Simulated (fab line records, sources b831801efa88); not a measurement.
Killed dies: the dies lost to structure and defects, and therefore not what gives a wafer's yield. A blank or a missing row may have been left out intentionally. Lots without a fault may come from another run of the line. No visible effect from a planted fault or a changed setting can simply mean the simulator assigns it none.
A single fault, viewed from 2 desks | flow sky130 | each desk has only its own numbers; what lay behind them comes last

AT THE METROLOGY DESK
Lot by lot, what the gauges showed, no matter which tool ran the lot: averages of those sampled wafers that carry a number. Any lot whose mean is over 4 standard deviations away from the usual mean is out of limits and marked OUT; that distance is given in the brackets.
Columns: A = cdNm at SKY_CONTACT_CD_MEAS_14, usual 170.1 nm; B = CONTACT_OVL at SKY_CONTACT_OVL_MEAS_15, usual 3 nm
lot  | first seen here | A     | B
L758 | day 32 08:22    | 171.1 | -3
L759 | day 32 22:20    | 170.4 | 1
L764 | day 34 13:27    | 170.6 | 2
L765 | day 34 21:58    | 168.1 | -0
L776 | day 38 03:43    | 169.6 | 7
L777 | day 38 13:07    | 169.2 | 4
Result from this desk: across the 6 lots, nothing is out of limits.

THE TOOL OWNER'S DESK: pvdSputter-02
The tool's own readings at SKY_CONTACT_SPUTTER_23 (material TiN, target thk 20 nm, time 80 s): means of the sampled wafers that have a number, for each lot that ran on this tool. Any lot whose mean is over 4 standard deviations away from the usual mean is out of limits and marked OUT; that distance is given in the brackets.
Columns: A = cathodeDcPowerW at SKY_CONTACT_SPUTTER_23, usual 3999.9 W; B = throttleValvePct at SKY_CONTACT_SPUTTER_23, usual 30.5 %
lot  | first seen here | A      | B
L758 | day 32 09:35    | 3999.8 | 30.7
L759 | day 32 23:12    | 3999.6 | 30.3
L764 | day 34 14:21    | 4001.3 | 30.6
L765 | day 34 22:53    | 3999.3 | 30.7
L776 | day 38 04:36    | 3998.8 | 30.9
Result from this desk: across the 5 lots, nothing is out of limits.

BROUGHT TOGETHER
At the metrology desk, nothing out of limits was observed.
The desk of the tool owner found nothing out of limits.

WHAT WAS PUT IN BY THE SIMULATOR
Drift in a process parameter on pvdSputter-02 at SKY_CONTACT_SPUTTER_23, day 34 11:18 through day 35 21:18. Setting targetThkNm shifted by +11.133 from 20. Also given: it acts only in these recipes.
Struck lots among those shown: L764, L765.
